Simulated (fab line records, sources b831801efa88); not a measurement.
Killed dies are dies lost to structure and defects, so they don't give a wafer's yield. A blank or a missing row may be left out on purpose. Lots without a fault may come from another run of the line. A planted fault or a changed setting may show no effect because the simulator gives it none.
Which tool did it? | flow sky130 | 6 lots, 18 wafers sampled, at 3 steps of a route of 708

WHAT THE GAUGES READ, wafer by wafer
SKY_PASSIVATION_THK_MEAS_03.
lot  | measured     | on            | PASSIVATION_CVD_02_THK (nm)
L797 | day 44 01:41 | film_metro-04 | 534 544 539
L799 | day 45 07:03 | film_metro-04 | 537 548 546
L804 | day 46 18:26 | film_metro-04 | 541 547 548
L811 | day 47 16:56 | film_metro-02 | 529 532 535
L815 | day 48 16:12 | film_metro-04 | 538 538 543
L817 | day 49 00:44 | film_metro-04 | 537 531 547

WHICH TOOL RAN EACH LOT (tool, then ch and the chambers of the sampled wafers, then the start)
lot  | SKY_METAL4_SPUTTER_04        | SKY_CAP2M_CVD_00
L797 | pvd_sputter-03, day 39 22:50 | pecvd-02 ch 0,1,2, day 39 22:53
L799 | pvd_sputter-02, day 41 11:47 | pecvd-01 ch 0,1,2, day 41 11:51
L804 | pvd_sputter-04, day 42 21:14 | pecvd-04 ch 1,2, day 42 21:17
L811 | pvd_sputter-02, day 44 01:17 | pecvd-04 ch 0,1,2, day 44 01:20
L815 | pvd_sputter-02, day 45 04:13 | pecvd-04 ch 0,1, day 45 04:16
L817 | pvd_sputter-04, day 45 15:00 | pecvd-01 ch 0,1, day 45 15:03
- SKY_METAL4_SPUTTER_04: material TiN, target thk 70 nm, time 58.3 s.
- SKY_CAP2M_CVD_00: deposits SiO2, target thk 15.5 nm.

THE ANSWER, worked out from the rows above alone
Rule: what is usual is taken from the lots themselves. Put in order of their means at a reading, lots are off if they are a third of the lots or fewer, leave a main group of 4 or more, and stand apart from it by a gap of 3 or more times the standard deviation of the main group's means; of several such gaps the widest counts. A main group whose means are all the same, to the digits that the tables above print for the reading, isn't used. A lot without any number at a reading at which 4 lots or more have one is off too. The other lots that the step has rows for count as sound.
No lot is off at any reading shown: from this, nothing can be told.

WHAT THE SIMULATOR HAD PUT IN
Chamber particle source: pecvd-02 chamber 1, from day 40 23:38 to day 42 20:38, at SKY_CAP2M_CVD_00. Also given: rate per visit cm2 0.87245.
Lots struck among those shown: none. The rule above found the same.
